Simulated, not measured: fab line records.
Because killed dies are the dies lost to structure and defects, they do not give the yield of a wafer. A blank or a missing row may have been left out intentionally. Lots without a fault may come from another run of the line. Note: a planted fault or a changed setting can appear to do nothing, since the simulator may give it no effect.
A lot that was struck, set against a sound lot    flow sky130    18 steps out of a route of 708
Sound: wafers L142.2, L142.5, L142.6. Struck: wafers L145.2, L145.3 (left out: L145.4, a lot-mate that was not struck); the cause follows at the end.
Order at every step that has rows: each side's tool, ch and its chambers, its first start. Under that, the readings that differ: sound wafers    struck wafers    difference of the means    sigmas: that difference in standard deviations of wafers without a fault.
alike: words and numbers the same on both sides, and readings whose means are apart by under 2 such deviations; not compared: readings that were withheld, readings missing a value for some wafer, numbers with overlapping values and no deviation given by the record, and bounds like >300 which may hide the same value.
A row with sigmas, a row that says differs or no value, or rows on one side alone: a step with any of these is where the two part. When numbers do not overlap yet have no deviation, they are printed without sigmas and do not part them. A reading that every wafer of one side lacks parts them only if that side has two wafers or more.

first, 3 steps without rows for these wafers: SKY_LI_CONTACT_EXPOSE_09 (exposes mask LICM1, target cd 170 nm); SKY_LI_CONTACT_PEB_10; SKY_LI_CONTACT_DEVELOP_11 (develop time 60 s).
SKY_LI_CONTACT_CD_MEAS_12: target cd 170 nm.
  sound on cd-sem-02, day 29 00:25; struck on cd-sem-02, day 30 01:49
  alike: cd-nm
SKY_LI_CONTACT_OVL_MEAS_13:
  sound on overlay-01, day 29 00:31; struck on overlay-02, day 30 01:55
reading              sound   struck  difference  sigmas
LI_CONTACT_OVL (nm)  -2 3 6  -10 -7  -11         -2
SKY_LI_CONTACT_ETCH_14: etches BARC in N2/H2, stops on SiO2, time 45.9 s, target depth 60 nm.
  sound on rie-diel-04 ch 1,2, day 29 00:33; struck on rie-diel-04 ch 2, day 30 01:57
  alike: drypump-motor-current-A, oes-product-au, throttle-valve-pct
  not compared: rf-hours-counter-h
SKY_LI_CONTACT_ETCH_15: etches PSG in C4F8/O2/Ar, stops on Si, target depth 600 nm.
  sound on rie-diel-04 ch 1,2, day 29 00:36; struck on rie-diel-04 ch 2, day 30 02:01
  alike: oes-product-au
SKY_LI_CONTACT_STRIP_16: strips in O2/N2.
  sound on plasma-asher-02 ch 0,1, day 29 00:41; struck on plasma-asher-01 ch 0,1, day 30 02:09
  alike: drypump-motor-current-A, oes-product-au, strip-time-to-endpoint-s
  not compared: rf-hours-counter-h
then, 2 steps without rows for these wafers: SKY_LI_CONTACT_CLEAN_17 (cleans in NMP, time 600 s); SKY_LI_CONTACT_PRE_CLEAN_18 (time 5.6 s).
SKY_LI_CONTACT_SPUTTER_19: material Ti, target thk 20 nm, time 106.37 s.
  sound on pvd-sputter-04, day 29 00:59; struck on pvd-sputter-04, day 30 02:28
  alike: throttle-valve-pct
SKY_LI_CONTACT_SPUTTER_20: material TiN, target thk 20 nm, time 80 s.
  sound on pvd-sputter-04, day 29 01:03; struck on pvd-sputter-04, day 30 02:32
  alike: throttle-valve-pct
SKY_LI_CONTACT_CVD_21: deposits W, target thk 400 nm, time 120.56 s.
  sound on cvd-w-02 ch 0,1, day 29 01:07; struck on cvd-w-01 ch 0,1, day 30 02:35
reading                                   sound              struck       difference  sigmas
model.W_of_LI_CONTACT_CVD_21.thk-nm (nm)  390.9 389.7 402.6  514.3 521.5  +123.5      
  alike: heater-power-w
SKY_LI_CONTACT_RS_MEAS_22: a four-point-probe measurement.
  sound on film-metro-03, day 29 01:16; struck on film-metro-04, day 30 02:44
reading                   sound              struck       difference  sigmas
LI_CONTACT_W_RS (ohm/sq)  0.291 0.292 0.283  0.221 0.218  -0.069      -18
SKY_LI_CONTACT_THK_MEAS_23: measures by xrf.
  sound on film-metro-03, day 29 01:22; struck on film-metro-04, day 30 02:51
reading                sound        struck   difference  sigmas
LI_CONTACT_W_THK (nm)  378 378 389  490 496  +111        +18
SKY_LI_CONTACT_CMP_24: polishes, stops on PSG, t overpolish 20 s, target thk 0 nm.
  sound on cmp-01 ch 0,3, day 29 01:25; struck on cmp-01 ch 1,3, day 30 02:56
reading                 sound     struck   difference  sigmas
time-to-endpoint-s (s)  96 96 90  127 126  +32         +8
  alike: motor-current-A
then, 1 step without rows for these wafers: SKY_LOCAL_INTERCONNECT_SPUTTER_00 (material TiN, target thk 100 nm, time 83.3 s).
-- record jumps: 16 days separate the struck wafers' starts on either side; left off in module LOCAL_INTERCONNECT, taken up again in module PAD_OPEN, whose first shown step is the route's number 708 --
SKY_PAD_OPEN_PROBE_99:
  sound on prober-02, day 45 17:05; struck on prober-01, day 46 11:07
reading             sound     struck  difference  sigmas
killed_at_M0_to_M3  42 34 44  55 56   +16         +2
  alike: killed_at_M4_up, killed-at-contacts, killed-at-front-end, killed-at-other, killed-dies, killed-open, killed-short

== WHERE THEY PART ==
Earliest at SKY_LI_CONTACT_OVL_MEAS_13; latest, in this record, at SKY_PAD_OPEN_PROBE_99.

WHY: the cause the simulator had injected
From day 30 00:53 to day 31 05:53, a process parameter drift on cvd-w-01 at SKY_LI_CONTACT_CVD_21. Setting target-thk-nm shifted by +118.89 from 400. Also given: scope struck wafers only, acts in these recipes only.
